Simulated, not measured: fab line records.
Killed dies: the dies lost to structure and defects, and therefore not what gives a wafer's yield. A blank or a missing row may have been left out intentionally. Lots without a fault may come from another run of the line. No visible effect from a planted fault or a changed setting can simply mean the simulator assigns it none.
fab line records	flow sky130
record: lots: 10	wafers: 30	last_day: 51
route steps=708 shown VIA2@510 METAL3@532 CAPM@537 PAD_OPEN@708
lots with no fault: from the same line, run without faults
start_h: the number of hours between the record's first day and the start of the first shown wafer of the lot	wait_h: how many hours have passed since the lot's step before this one	" same as the row above	L1.1+2: one row covering several wafers at once	- either no value or no given start	* or withheld: withheld	< > ~ a bound
route shown NAME@n: names a module that has steps shown in the file, with the first one's number in the route	usual: mean and standard deviation over wafers with no fault	same: alike in all rows	chamber/n: place in a boat	sites: each site's reading	_std_site: their standard deviation	_edge_site: inner sites' mean taken away from outer sites' mean	radius_mm: for every site, how far away it sits from the centre of the wafer	mask NAME#n: copy n	behind: the tool/chamber that last shaped the wafer	hold: what put the lot on hold/how long, in hours/how the hold closed	device: the n, p or np transistor that did not switch	end of line: at the end of the route, the tests of the same wafers	a step with no rows: only its recipe	killed: dies lost to structure and defects at the first sort, not the wafer's yield	map: a wafer's dies, marking killed ones x, the rest . and places with no die _
set.NAME: the run value of the setting; set.NAME@STEP: its run value at that earlier step	model.NAME: the simulator's own value behind a step, which no gauge read
steps of the route over a sample of lots; a table a step, a row a wafer
services: when a tool's chamber went out of use (start_h, in hours from the record's first day, below 0 if earlier), for how many hours, and the reason
== steps ==
step: SKY_VIA2_BOW_MEAS_03
recipe: mode: bow
usual: VIA2_BOW: 86/8.1
lot.wafer	tool	chamber	start_h	wait_h	VIA2_BOW[um]
L479.1	film_metro-02	-	853.29	0.1	86
L479.3	"	-	"	"	81
L479.4	"	-	"	"	88
L482.1	film_metro-02	-	876.59	0.2	80
L482.4	"	-	"	"	76
L482.6	"	-	"	"	79
L486.1	film_metro-04	-	905.44	0.1	104
L486.2	"	-	"	"	95
L486.3	"	-	"	"	102
L490.2	film_metro-04	-	930.09	0.1	97
L490.4	"	-	"	"	88
L490.6	"	-	"	"	74
L491.1	film_metro-02	-	937.29	0.2	67
L491.2	"	-	"	"	74
L491.5	"	-	"	"	84
L496.3	film_metro-02	-	972.99	0.2	81
L496.4	"	-	"	"	92
L496.5	"	-	"	"	80
L497.1	film_metro-02	-	978.98	0.1	71
L497.3	"	-	"	"	81
L497.6	"	-	"	"	86
L498.1	film_metro-04	-	986.74	0.2	82
L498.2	"	-	"	"	90
L498.3	"	-	"	"	87
L499.1	film_metro-02	-	995.21	0.2	89
L499.4	"	-	"	"	98
L499.6	"	-	"	"	86
L501.2	film_metro-04	-	1000.95	0.1	89
L501.3	"	-	"	"	85
L501.6	"	-	"	"	84
step: SKY_METAL3_SPUTTER_00
recipe: material: Ti	target_thk_nm: 15	power_w: 3000	time_s: 10	chamber_pressure_pa: 0.4
usual: cathode_dc_power_W: 2999.9/0.53	throttle_valve_pct: 29.9/0.75
lot.wafer	tool	chamber	start_h	wait_h	cathode_dc_power_W	throttle_valve_pct
L479.1	pvd_sputter-03	-	881.10	0.2	3000.3	29.2
L479.3	"	-	"	"	2999.6	30.9
L479.4	"	-	"	"	2999.7	29.2
L482.1	pvd_sputter-04	-	904.57	0.1	2999.1	29.1
L482.4	"	-	"	"	3000.2	30.0
L482.6	"	-	"	"	3000.2	29.2
L486.1	pvd_sputter-01	-	932.88	0.2	2999.8	31.6
L486.2	"	-	"	"	2999.7	29.6
L486.3	"	-	"	"	2999.7	29.5
L490.2	pvd_sputter-04	-	956.14	0.2	2999.2	30.0
L490.4	"	-	"	"	3000.2	30.5
L490.6	"	-	"	"	3000.0	28.9
L491.1	pvd_sputter-01	-	963.53	0.1	2999.5	30.5
L491.2	"	-	"	"	3000.0	31.5
L491.5	"	-	"	"	2999.6	29.3
L496.3	pvd_sputter-03	-	999.43	0.2	2999.9	31.0
L496.4	"	-	"	"	2999.4	29.5
L496.5	"	-	"	"	3000.0	29.5
L497.1	pvd_sputter-03	-	1004.89	0.2	3000.9	29.7
L497.3	"	-	"	"	3000.0	29.4
L497.6	"	-	"	"	3000.5	29.7
L498.1	pvd_sputter-01	-	1011.61	0.1	2999.7	30.4
L498.2	"	-	"	"	3000.3	31.6
L498.3	"	-	"	"	3000.2	29.8
L499.1	pvd_sputter-01	-	1020.12	0.2	3000.5	30.4
L499.4	"	-	"	"	3000.2	31.7
L499.6	"	-	"	"	2999.3	29.4
L501.2	pvd_sputter-03	-	1025.47	0.1	2999.5	29.5
L501.3	"	-	"	"	2998.9	30.7
L501.6	"	-	"	"	3000.0	29.7
step: SKY_CAPM_CVD_00
recipe: material: SiO2	target_thk_nm: 15.5	temp_c: 400	time_s: withheld	rf_w: 450
usual: heater_power_w: 714/64
lot.wafer	tool	chamber	start_h	wait_h	heater_power_w
L479.1	pecvd-03	1	881.28	0.0	719
L479.3	"	2	"	"	679
L479.4	"	1	"	"	724
L482.1	pecvd-02	0	904.73	0.0	634
L482.4	"	0	"	"	651
L482.6	"	1	"	"	661
L486.1	pecvd-01	1	933.04	0.0	642
L486.2	"	0	"	"	643
L486.3	"	2	"	"	738
L490.2	pecvd-02	0	956.30	0.0	690
L490.4	"	0	"	"	702
L490.6	"	1	"	"	658
L491.1	pecvd-02	0	963.68	0.0	696
L491.2	"	1	"	"	725
L491.5	"	1	"	"	721
L496.3	pecvd-01	1	999.59	0.0	707
L496.4	"	1	"	"	715
L496.5	"	0	"	"	724
L497.1	pecvd-02	2	1005.05	0.0	709
L497.3	"	2	"	"	711
L497.6	"	0	"	"	697
L498.1	pecvd-03	2	1011.76	0.0	672
L498.2	"	0	"	"	861
L498.3	"	1	"	"	711
L499.1	pecvd-01	0	1020.27	0.0	636
L499.4	"	0	"	"	622
L499.6	"	1	"	"	748
L501.2	pecvd-01	2	1025.62	0.0	692
L501.3	"	0	"	"	770
L501.6	"	1	"	"	701
step: SKY_CAPM_SPUTTER_02
recipe: material: TiN	target_thk_nm: 200	temp_c: 300	power_w: 6500	time_s: 174.4	chamber_pressure_pa: 0.4
usual: cathode_dc_power_W: 6500.1/1.2	throttle_valve_pct: 29.6/1.1
lot.wafer	tool	chamber	start_h	wait_h	cathode_dc_power_W	throttle_valve_pct
L479.1	pvd_sputter-02	-	881.36	0.1	6498.3	28.6
L479.3	"	-	"	"	6500.3	30.5
L479.4	"	-	"	"	6501.1	27.7
L482.1	pvd_sputter-02	-	904.81	0.1	6500.3	28.8
L482.4	"	-	"	"	6499.1	27.4
L482.6	"	-	"	"	6501.9	28.8
L486.1	pvd_sputter-03	-	933.12	0.1	6500.1	29.6
L486.2	"	-	"	"	6497.6	29.2
L486.3	"	-	"	"	6498.3	29.8
L490.2	pvd_sputter-03	-	956.38	0.0	6501.0	29.5
L490.4	"	-	"	"	6500.0	31.0
L490.6	"	-	"	"	6498.2	29.3
L491.1	pvd_sputter-03	-	963.77	0.1	6498.4	29.6
L491.2	"	-	"	"	6500.2	30.6
L491.5	"	-	"	"	6501.0	30.6
L496.3	pvd_sputter-02	-	999.67	0.0	6501.6	27.9
L496.4	"	-	"	"	6499.1	29.1
L496.5	"	-	"	"	6500.0	30.6
L497.1	pvd_sputter-02	-	1005.14	0.1	6500.5	29.5
L497.3	"	-	"	"	6503.2	29.0
L497.6	"	-	"	"	6499.6	30.4
L498.1	pvd_sputter-01	-	1011.84	0.1	6498.2	31.4
L498.2	"	-	"	"	6499.1	30.6
L498.3	"	-	"	"	6499.4	29.8
L499.1	pvd_sputter-02	-	1020.36	0.1	6498.6	30.5
L499.4	"	-	"	"	6499.7	29.5
L499.6	"	-	"	"	6501.7	27.7
L501.2	pvd_sputter-02	-	1025.70	0.0	6500.0	29.5
L501.3	"	-	"	"	6499.6	30.5
L501.6	"	-	"	"	6499.5	29.6
step: SKY_CAPM_RS_MEAS_03
recipe: thk_meas_gauge: four-point-probe	reads: TiN_of_CAPM_SPUTTER_02
usual: CAPM_TIN_RS: 6.62/0.066
lot.wafer	tool	chamber	start_h	wait_h	CAPM_TIN_RS[ohm/sq]
L479.1	film_metro-02	-	881.47	0.1	6.60
L479.3	"	-	"	"	6.56
L479.4	"	-	"	"	6.56
L482.1	film_metro-02	-	904.92	0.1	6.61
L482.4	"	-	"	"	6.61
L482.6	"	-	"	"	6.59
L486.1	film_metro-01	-	933.23	0.1	6.62
L486.2	"	-	"	"	6.55
L486.3	"	-	"	"	6.52
L490.2	film_metro-03	-	956.51	0.1	8.06
L490.4	"	-	"	"	6.64
L490.6	"	-	"	"	6.62
L491.1	film_metro-01	-	963.88	0.1	8.06
L491.2	"	-	"	"	6.71
L491.5	"	-	"	"	6.72
L496.3	film_metro-03	-	999.82	0.1	6.68
L496.4	"	-	"	"	6.71
L496.5	"	-	"	"	6.69
L497.1	film_metro-01	-	1005.25	0.1	6.62
L497.3	"	-	"	"	6.69
L497.6	"	-	"	"	6.69
L498.1	film_metro-02	-	1011.95	0.1	6.63
L498.2	"	-	"	"	6.70
L498.3	"	-	"	"	6.67
L499.1	film_metro-01	-	1020.47	0.1	6.60
L499.4	"	-	"	"	6.64
L499.6	"	-	"	"	6.67
L501.2	film_metro-01	-	1025.83	0.1	6.73
L501.3	"	-	"	"	6.67
L501.6	"	-	"	"	6.74
step: SKY_CAPM_THK_MEAS_04
recipe: thk_meas_gauge: xrf	reads: TiN_of_CAPM_SPUTTER_02
usual: CAPM_TIN_THK: 206.5/2
lot.wafer	tool	chamber	start_h	wait_h	CAPM_TIN_THK[nm]
L479.1	film_metro-02	-	881.59	0.1	206.2
L479.3	"	-	"	"	208.6
L479.4	"	-	"	"	208.0
L482.1	film_metro-02	-	905.04	0.1	205.9
L482.4	"	-	"	"	205.8
L482.6	"	-	"	"	205.3
L486.1	film_metro-01	-	933.35	0.1	207.3
L486.2	"	-	"	"	209.0
L486.3	"	-	"	"	209.5
L490.2	film_metro-03	-	956.62	0.1	175.7
L490.4	"	-	"	"	203.1
L490.6	"	-	"	"	205.2
L491.1	film_metro-01	-	964.00	0.1	177.9
L491.2	"	-	"	"	205.3
L491.5	"	-	"	"	205.6
L496.3	film_metro-03	-	999.92	0.1	203.5
L496.4	"	-	"	"	201.7
L496.5	"	-	"	"	202.6
L497.1	film_metro-01	-	1005.37	0.1	207.3
L497.3	"	-	"	"	206.1
L497.6	"	-	"	"	206.5
L498.1	film_metro-02	-	1012.07	0.1	205.2
L498.2	"	-	"	"	203.3
L498.3	"	-	"	"	204.7
L499.1	film_metro-01	-	1020.59	0.1	209.6
L499.4	"	-	"	"	208.1
L499.6	"	-	"	"	207.1
L501.2	film_metro-01	-	1025.94	0.1	205.2
L501.3	"	-	"	"	206.4
L501.6	"	-	"	"	205.2
step: SKY_CAPM_METAL_ETCH_13
recipe: target_depth_nm: 220	stop_on: SiO2	chemistry: Cl2/BCl3	target: TiN	pressure_mtorr: 10	icp_w: 913	bias_w: 48.5	Cl2_flow_sccm: 60	bcl3_flow_sccm: 30	time_s: 62.9
usual: drypump_motor_current_A: 5.9/0.66	oes_product_au: 0.966/0.0064	throttle_valve_pct: 21.886/0.01
lot.wafer	tool	chamber	start_h	wait_h	drypump_motor_current_A	oes_product_au	rf_hours_counter_h	throttle_valve_pct
L479.1	rie_metal-04	1	908.00	0.0	6.5	0.967	8	21.875
L479.3	"	1	"	"	6.4	0.977	-	21.896
L479.4	"	1	"	"	6.5	0.971	-	21.875
L482.1	rie_metal-04	1	930.15	0.0	6.4	0.959	9	21.889
L482.4	"	1	"	"	6.5	0.959	-	21.890
L482.6	"	1	"	"	6.4	0.969	-	21.889
L486.1	rie_metal-02	1	957.18	0.0	5.1	0.963	6	21.881
L486.2	"	0	"	"	5.8	0.976	10	21.877
L486.3	"	1	"	"	5.1	0.971	-	21.858
L490.2	rie_metal-04	1	980.45	0.0	6.5	0.876	11	21.938
L490.4	"	1	"	"	6.4	0.967	-	21.893
L490.6	"	1	"	"	6.5	0.967	-	21.884
L491.1	rie_metal-01	1	988.35	0.0	6.1	0.884	11	21.939
L491.2	"	0	"	"	6.7	0.960	13	21.885
L491.5	"	1	"	"	6.1	0.959	-	21.881
L496.3	rie_metal-02	1	1023.31	0.0	5.1	0.966	-	21.904
L496.4	"	0	"	"	5.7	0.964	-	21.901
L496.5	"	1	"	"	5.1	0.956	-	21.900
L497.1	rie_metal-04	0	1028.33	0.0	5.0	0.966	6	21.897
L497.3	"	0	"	"	5.0	0.962	-	21.914
L497.6	"	1	"	"	6.5	0.955	-	21.891
L498.1	rie_metal-04	1	1035.35	0.0	6.5	0.968	14	21.890
L498.2	"	0	"	"	5.0	0.951	6	21.901
L498.3	"	0	"	"	5.0	0.962	-	21.896
L499.1	rie_metal-04	0	1043.73	0.0	5.0	0.961	6	21.904
L499.4	"	1	"	"	6.4	0.975	-	21.892
L499.6	"	1	"	"	6.5	0.962	-	21.883
L501.2	rie_metal-04	1	1048.48	0.0	6.5	0.958	15	21.880
L501.3	"	0	"	"	5.0	0.965	-	21.870
L501.6	"	1	"	"	6.5	0.966	-	21.893
step: SKY_PAD_OPEN_PROBE_99
usual: defect_limited_yield: 82.8/2.1	killed_at_M0_to_M3: 43/7.3	killed_at_M4_up: 3.4/2.1	killed_at_contacts: 24/5.9	killed_at_front_end: 14/4	killed_at_other: 0.3/0.54	killed_dies: 85/10	killed_open: 46/7.7	killed_short: 38/6	sort_bin_3_pad_short: 0.8/0.48	sort_bin_5_function: 10.2/1.7	sort_bin_6_memory: 6.2/1.1	sort_n_pass: 407/10	sort_yield_pct: 82.8/2.1
same: gross_dies: 492	killed_at_back_side: 0	sort_bin_4_leakage[%]: 0	sort_bin_8_speed[%]: 0
lot.wafer	tool	chamber	start_h	wait_h	defect_limited_yield[%]	killed_at_M0_to_M3	killed_at_M4_up	killed_at_contacts	killed_at_front_end	killed_at_other	killed_dies	killed_open	killed_short	sort_bin_3_pad_short[%]	sort_bin_5_function[%]	sort_bin_6_memory[%]	sort_n_pass	sort_yield_pct[%]
L482.1	prober-02	-	1127.34	0.1	80.5	46	4	29	17	0	96	47	49	1.6	11.4	6.5	396	80.5
L482.4	prober-02	-	1127.49	0.2	81.1	55	4	23	11	0	93	60	33	0.4	13.2	5.3	399	81.1
L482.6	prober-02	-	1127.59	0.2	82.7	45	3	23	14	0	85	48	37	0.4	11.8	5.1	407	82.7
L490.2	prober-02	-	1164.52	0.1	82.5	29	3	29	25	0	86	55	31	0.4	11.8	5.3	406	82.5
L490.4	prober-02	-	1164.62	0.2	82.9	45	2	25	12	0	84	46	38	1.0	8.7	7.3	408	82.9
L490.6	prober-02	-	1164.72	0.2	83.3	29	1	37	15	0	82	46	36	0.6	12.2	3.9	410	83.3
L491.1	prober-01	-	1171.59	0.1	80.3	49	5	33	9	1	97	55	42	1.0	12.2	6.5	395	80.3
L491.2	prober-01	-	1171.64	0.1	86.2	37	4	18	9	0	68	41	27	1.0	9.1	3.7	424	86.2
L491.5	prober-01	-	1171.79	0.2	83.9	42	2	21	12	2	79	46	33	0.6	9.3	6.1	413	83.9
L496.3	prober-02	-	1198.03	0.2	80.3	42	8	35	12	0	97	61	36	0.2	14.0	5.5	395	80.3
L496.4	prober-02	-	1198.08	0.2	82.1	54	3	20	11	0	88	51	37	0.8	10.6	6.5	404	82.1
L496.5	prober-02	-	1198.13	0.2	83.9	40	2	26	11	0	79	51	28	1.0	7.5	7.5	413	83.9
L497.1	prober-01	-	1200.59	0.1	80.3	50	4	28	15	0	97	44	53	1.0	12.2	6.5	395	80.3
L497.3	prober-01	-	1200.69	0.2	81.5	39	1	35	16	0	91	60	31	0.8	11.0	6.7	401	81.5
L497.6	prober-01	-	1200.84	0.2	82.5	46	0	26	13	1	86	54	31	1.0	10.2	6.3	406	82.5
L499.1	prober-01	-	1210.49	0.1	85.8	35	4	21	9	1	70	28	41	0.8	7.7	5.7	422	85.8
L499.4	prober-01	-	1210.64	0.2	84.1	37	8	16	17	0	78	43	34	0	9.8	6.1	414	84.1
L499.6	prober-01	-	1210.74	0.2	83.3	40	2	30	10	0	82	46	35	0.8	8.3	7.5	410	83.3
killed by level:class
L482.1 VIA1:geometric_particle:open=14 VIA2:geometric_particle:open=10 LOCAL_INTERCONNECT:geometric_particle:short=7 CONTACT:geometric_particle:short=7 CONTACT:geometric_particle:open=7 LI_CONTACT:geometric_particle:open=5 METAL2:geometric_particle:short=5 VIA2:geometric_particle:short=5
L482.4 CONTACT:geometric_particle:open=13 VIA1:geometric_particle:open=11 VIA3:geometric_particle:open=10 VIA1:geometric_particle:short=6 VIA2:geometric_particle:open=6 LI_CONTACT:geometric_particle:open=5 METAL1:geometric_particle:short=5 METAL3:geometric_particle:short=5
L482.6 METAL1:geometric_particle:short=12 VIA1:geometric_particle:open=10 CONTACT:geometric_particle:open=10 LI_CONTACT:geometric_particle:open=7 VIA3:geometric_particle:open=7 METAL2:geometric_particle:short=6 FIELD_ISO:geometric_particle:short=5 FIELD_ISO:geometric_particle:open=4
L490.2 LI_CONTACT:geometric_particle:open=15 POLY_GATE:geometric_particle:open=11 VIA3:geometric_particle:open=8 POLY_GATE:geometric_particle:short=6 VIA1:geometric_particle:open=5 VIA2:geometric_particle:open=5 CONTACT:geometric_particle:open=4 FIELD_ISO:geometric_particle:short=3
L490.4 VIA1:geometric_particle:open=9 CONTACT:geometric_particle:open=9 METAL1:geometric_particle:short=7 METAL2:geometric_particle:short=7 LI_CONTACT:geometric_particle:open=6 CONTACT:geometric_particle:short=6 VIA2:geometric_particle:open=5 POLY_GATE:geometric_particle:short=3
L490.6 CONTACT:geometric_particle:open=17 LI_CONTACT:geometric_particle:open=8 FIELD_ISO:geometric_particle:short=7 VIA2:geometric_particle:open=7 VIA1:geometric_particle:open=5 METAL2:geometric_particle:short=5 POLY_GATE:geometric_particle:short=4 LI_CONTACT:geometric_particle:short=4
L491.1 CONTACT:geometric_particle:open=13 VIA1:geometric_particle:open=12 LI_CONTACT:geometric_particle:open=9 VIA2:geometric_particle:open=8 METAL2:geometric_particle:short=7 METAL1:geometric_particle:short=6 CONTACT:geometric_particle:short=5 FIELD_ISO:geometric_particle:short=4
L491.2 VIA1:geometric_particle:open=11 VIA2:geometric_particle:open=9 VIA3:geometric_particle:open=6 CONTACT:geometric_particle:open=6 LI_CONTACT:geometric_particle:open=5 CONTACT:geometric_particle:short=5 METAL1:geometric_particle:short=5 POLY_GATE:geometric_particle:open=4
L491.5 VIA1:geometric_particle:open=11 VIA2:geometric_particle:open=11 CONTACT:geometric_particle:open=9 LI_CONTACT:geometric_particle:open=6 LOCAL_INTERCONNECT:geometric_particle:short=6 VIA1:geometric_particle:short=6 POLY_GATE:geometric_particle:short=5 METAL2:geometric_particle:short=4
L496.3 CONTACT:geometric_particle:open=16 VIA1:geometric_particle:open=10 VIA2:geometric_particle:open=10 LI_CONTACT:geometric_particle:open=7 VIA1:geometric_particle:short=7 CONTACT:geometric_particle:short=6 METAL4:geometric_particle:short=6 VIA3:geometric_particle:open=5
L496.4 VIA1:geometric_particle:open=17 VIA3:geometric_particle:open=9 LI_CONTACT:geometric_particle:open=7 VIA2:geometric_particle:open=6 CONTACT:geometric_particle:open=6 METAL2:geometric_particle:short=6 METAL1:geometric_particle:short=5 FIELD_ISO:geometric_particle:short=4
L496.5 CONTACT:geometric_particle:open=12 VIA1:geometric_particle:open=9 LI_CONTACT:geometric_particle:open=8 METAL1:geometric_particle:short=7 VIA2:geometric_particle:open=7 METAL2:geometric_particle:open=5 FIELD_ISO:geometric_particle:short=4 FIELD_ISO:geometric_particle:open=4
L497.1 VIA3:geometric_particle:open=9 METAL2:geometric_particle:short=8 VIA2:geometric_particle:open=7 LI_CONTACT:geometric_particle:short=6 CONTACT:geometric_particle:short=6 CONTACT:geometric_particle:open=6 VIA1:geometric_particle:open=6 FIELD_ISO:geometric_particle:short=5
L497.3 LI_CONTACT:geometric_particle:open=13 VIA1:geometric_particle:open=13 CONTACT:geometric_particle:open=11 FIELD_ISO:geometric_particle:open=5 VIA1:geometric_particle:short=5 VIA2:geometric_particle:open=5 VIA3:geometric_particle:open=5 FIELD_ISO:geometric_particle:short=4
L497.6 VIA1:geometric_particle:open=15 CONTACT:geometric_particle:open=10 VIA3:geometric_particle:open=10 VIA2:geometric_particle:open=7 LI_CONTACT:geometric_particle:open=6 CONTACT:geometric_particle:short=6 LOCAL_INTERCONNECT:geometric_particle:short=3 METAL1:geometric_particle:short=3
L499.1 CONTACT:geometric_particle:short=7 METAL1:geometric_particle:short=7 VIA1:geometric_particle:open=6 METAL2:geometric_particle:short=5 POLY_GATE:geometric_particle:short=4 LI_CONTACT:geometric_particle:open=4 VIA2:geometric_particle:short=4 VIA2:geometric_particle:open=4
L499.4 VIA1:geometric_particle:open=7 VIA3:geometric_particle:open=7 CONTACT:geometric_particle:open=6 METAL4:geometric_particle:short=6 METAL1:geometric_particle:short=5 VIA2:geometric_particle:open=5 FIELD_ISO:geometric_particle:open=4 LOCAL_INTERCONNECT:geometric_particle:short=4
L499.6 LI_CONTACT:geometric_particle:open=8 CONTACT:geometric_particle:short=8 CONTACT:geometric_particle:open=7 VIA2:geometric_particle:open=6 VIA3:geometric_particle:open=6 VIA1:geometric_particle:open=5 POLY_GATE:geometric_particle:open=4 METAL1:geometric_particle:short=4
== services ==
tool	chamber	start_h	hours	kind
pecvd-02	2	865.00	9.4	repair
pvd_sputter-01	-	865.90	2.4	repair
pvd_sputter-01	-	876.03	14.1	repair
pecvd-02	-	878.36	2.9	repair
pvd_sputter-01	-	883.19	3.2	repair
pvd_sputter-04	-	884.17	3.1	repair
pvd_sputter-03	-	892.49	1.0	repair
rie_metal-04	0	899.61	-	clean
rie_metal-04	0	899.61	14.8	scheduled_down
rie_metal-04	0	899.61	14.8	vent_cycle
rie_metal-02	0	902.08	4.8	repair
pecvd-03	-	938.75	0.9	repair
rie_metal-01	-	948.12	0.8	repair
pvd_sputter-02	-	969.60	1.2	repair
pvd_sputter-03	3	978.84	-	consumable_replace:kit
pvd_sputter-03	3	978.84	18.0	scheduled_down
pvd_sputter-03	3	978.84	18.0	vent_cycle
pecvd-02	-	986.16	5.5	pm
pvd_sputter-02	-	1010.82	1.4	repair
pecvd-03	-	1012.13	2.8	pm
pvd_sputter-02	2	1012.63	-	consumable_replace:kit
pvd_sputter-04	-	1025.43	6.6	repair
pecvd-03	-	1034.65	1.8	repair
pvd_sputter-04	-	1034.96	6.0	repair
== key ==
first_sign: step: SKY_CAPM_RS_MEAS_03	reading: CAPM_TIN_RS	direction: up	sigmas: 22	usual: 6.62	struck: 8.06
effect: step: SKY_CAPM_THK_MEAS_04	reading: CAPM_TIN_THK	direction: down	sigmas: 15	usual: 206.5	struck: 176.8
effect: step: SKY_CAPM_METAL_ETCH_13	reading: oes_product_au	direction: down	sigmas: 13	usual: 0.966	struck: 0.880
met_at SKY_CAPM_SPUTTER_02
struck_lots L490,L491
struck_wafers L490.2,L491.1
not_acting_at SKY_VIA2_BOW_MEAS_03,SKY_METAL3_SPUTTER_00,SKY_CAPM_CVD_00
onset_between 933.12 956.38
fault: kind: site_profile_drift	tool: pvd_sputter-03	chamber: -	onset_h: 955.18	steps: SKY_CAPM_SPUTTER_02	basis: fraction	max_abs_drift: 0.33676	slope_share_per_hr: 74.836	site_pattern: 0,0,0,0,0,-1,-1,-1,-1	scope: struck_wafers_only
